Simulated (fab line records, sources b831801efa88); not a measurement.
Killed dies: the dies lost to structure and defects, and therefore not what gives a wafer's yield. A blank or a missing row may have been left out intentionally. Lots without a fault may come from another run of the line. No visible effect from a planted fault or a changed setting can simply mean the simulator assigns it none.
Chamber matching :: flow gf180mcu :: 3 sister chambers for GF_V4_CVD_02 on pecvd-02
The step deposits SiO2 from TEOS, target thk 850 nm, time 94.851 s. 14 wafers are shown with their chamber, then 7 later ones without.

## EACH WAFER AND ITS CHAMBER
wafer: L562.1
chamber: 1
heaterPowerW (W): 646

wafer: L562.2
chamber: 0
heaterPowerW (W): 623

wafer: L562.6
chamber: 0
heaterPowerW (W): 503

wafer: L566.1
chamber: 2
heaterPowerW (W): 575

wafer: L566.3
chamber: 1
heaterPowerW (W): 616

wafer: L566.4
chamber: 2
heaterPowerW (W): 630

wafer: L568.3
chamber: 1
heaterPowerW (W): 588

wafer: L568.5
chamber: 1
heaterPowerW (W): 636

wafer: L568.6
chamber: 0
heaterPowerW (W): 505

wafer: L570.3
chamber: 1
heaterPowerW (W): 653

wafer: L570.5
chamber: 1
heaterPowerW (W): 532

wafer: L570.6
chamber: 0
heaterPowerW (W): 591

wafer: L574.1
chamber: 1
heaterPowerW (W): 650

wafer: L574.2
chamber: 2
heaterPowerW (W): 665

SIGNATURES (means of the wafers above)
reading: heaterPowerW
chamber 0: 555.50
chamber 1: 617.29
chamber 2: 623.33
scatter within a chamber: 49.4
Rule: a wafer's distance from a chamber is the root of the sum, over the readings, of the square of ((its reading less the chamber's mean) divided by the reading's scatter). If the next closest chamber is less than 2 further off than the closest, the wafer can't be placed; otherwise it belongs to the closest. The scatter is the square root of a quotient: the sum, over the shown wafers, of each reading's squared deviation from its chamber's mean, divided by wafers minus chambers.

## WAFERS WITH NO CHAMBER GIVEN
wafer: L574.4
heaterPowerW (W): 508

wafer: L577.2
heaterPowerW (W): 571

wafer: L577.4
heaterPowerW (W): 611

wafer: L577.6
heaterPowerW (W): 557

wafer: L578.2
heaterPowerW (W): 625

wafer: L578.5
heaterPowerW (W): 511

wafer: L578.6
heaterPowerW (W): 665

## CHAMBER TAKEN BY EACH
wafer: L574.4
from the rows above: can't be placed: 0 or 1 or 2
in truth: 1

wafer: L577.2
from the rows above: can't be placed: 0 or 1 or 2
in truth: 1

wafer: L577.4
from the rows above: can't be placed: 1 or 2 or 0
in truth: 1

wafer: L577.6
from the rows above: can't be placed: 0 or 1 or 2
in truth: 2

wafer: L578.2
from the rows above: can't be placed: 2 or 1 or 0
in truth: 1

wafer: L578.5
from the rows above: can't be placed: 0 or 1 or 2
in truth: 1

wafer: L578.6
from the rows above: can't be placed: 2 or 1 or 0
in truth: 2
Correct placement for 0 of the 7. These rows do not allow placing 7 (true chamber among the candidates in 7). 0 placed wrongly.
